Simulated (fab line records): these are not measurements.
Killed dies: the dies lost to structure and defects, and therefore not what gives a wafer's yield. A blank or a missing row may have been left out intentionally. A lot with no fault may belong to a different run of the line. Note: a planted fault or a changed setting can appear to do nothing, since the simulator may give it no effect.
Which tool is to blame?    flow gf180mcu    12 lots with 36 wafers sampled at 3 steps, on a route of 602 steps

## WHAT EACH GAUGE READ, for each wafer
GF_POLY_GATE_CD_MEAS_10 targets a cd of 280 nm.
lot   measured      on         cd_nm (nm)
L706  day 9 11:54   cd_sem-01  279.1 279.6 278.8
L707  day 9 17:47   cd_sem-01  282.0 281.8 281.5
L710  day 10 17:41  cd_sem-01  277.5 279.0 277.9
L711  day 10 20:04  cd_sem-01  279.3 279.3 279.8
L712  day 11 11:13  cd_sem-01  279.4 280.0 280.5
L713  day 11 14:43  cd_sem-01  276.9 277.0 277.4
L715  day 12 05:53  cd_sem-01  280.4 280.6 280.4
L717  day 12 21:31  cd_sem-02  323.8 323.2 322.8 323.7 323.1 322.9
L718  day 13 08:11  cd_sem-02  279.7 281.6 281.6
L726  day 15 14:11  cd_sem-02  279.0 280.4 280.1
L727  day 15 18:58  cd_sem-01  280.5 280.2 280.4
L728  day 16 05:22  cd_sem-01  278.0 279.0 277.8

GF_CONTACT_BOW_MEAS_05.
lot   measured      on             CONTACT_BOW (um)
L706  day 15 18:22  film_metro-02  72 63 56
L707  day 15 21:52  film_metro-04  78 68 79
L710  day 17 03:27  film_metro-01  65 51 54
L711  day 17 08:50  film_metro-04  59 65 53
L712  day 17 23:32  film_metro-01  76 76 67
L713  day 18 03:23  film_metro-01  53 72 62
L715  day 18 20:18  film_metro-02  59 59 64
L717  day 19 17:14  film_metro-01  68 67 71
L718  day 20 04:18  film_metro-01  65 69 66
L726  day 22 16:18  film_metro-02  52 71 62
L727  day 23 04:41  film_metro-01  76 64 65
L728  day 23 11:43  film_metro-04  65 66 63

## EACH LOT AND THE TOOL THAT RAN IT (in order: tool; ch and the chambers of the sampled wafers; start)
lot   GF_POLY_GATE_EXPOSE_07
L706  krf_scanner-02 ch 0, day 9 03:29
L707  krf_scanner-02 ch 0, day 9 09:05
L710  krf_scanner-02 ch 0, day 10 08:04
L711  krf_scanner-01 ch 0, day 10 11:17
L712  krf_scanner-02 ch 0, day 11 01:44
L713  krf_scanner-01 ch 0, day 11 04:47
L715  krf_scanner-01 ch 0, day 11 19:56
L717  krf_scanner-02 ch 0, day 12 11:43
L718  krf_scanner-01 ch 0, day 12 21:58
L726  krf_scanner-02 ch 0, day 15 03:38
L727  krf_scanner-02 ch 0, day 15 08:35
L728  krf_scanner-02 ch 0, day 15 18:38
- GF_POLY_GATE_EXPOSE_07: exposes mask Poly2, target cd 280 nm.

## WHAT THE TOOLS THEMSELVES READ (means of the sampled wafers that have a number; where no wafer has one, the mark that the record gives instead)
The record holds no such reading with a usual standard deviation.

## THE ANSWER, worked out from the rows above alone
Rule: the lots themselves supply what counts as usual. The widest of any qualifying gaps counts: lots, ordered by their means at a reading, are off when they make up no more than a third of the lots, leave a main group of 4 or more, and stand apart from it by 3 or more times the standard deviation of that group's means. Not used: any main group whose means are identical at the precision the tables above print for the reading. A lot without any number at a reading at which 4 lots or more have one is off too. The other lots that the step has rows for count as sound. After the gauges, taken in route order, come the tools' own readings; for these a lot's mean is taken, as printed above. The first step at which some lot is off is used, and at that step the reading that is off furthest; a lot without a number counts as furthest.
Off, at GF_POLY_GATE_CD_MEAS_10 on cd_nm: L717. Main group: mean 279.6 nm, sd 1.3.
A tool fits if, at a process step before that reading, it ran every lot that is off, and no sound lot after the first of them. Gauges at GF_POLY_GATE_CD_MEAS_10: tried the same way as those tools. Not one of the candidates tried fits.

## WHAT THE SIMULATOR HAD PUT IN
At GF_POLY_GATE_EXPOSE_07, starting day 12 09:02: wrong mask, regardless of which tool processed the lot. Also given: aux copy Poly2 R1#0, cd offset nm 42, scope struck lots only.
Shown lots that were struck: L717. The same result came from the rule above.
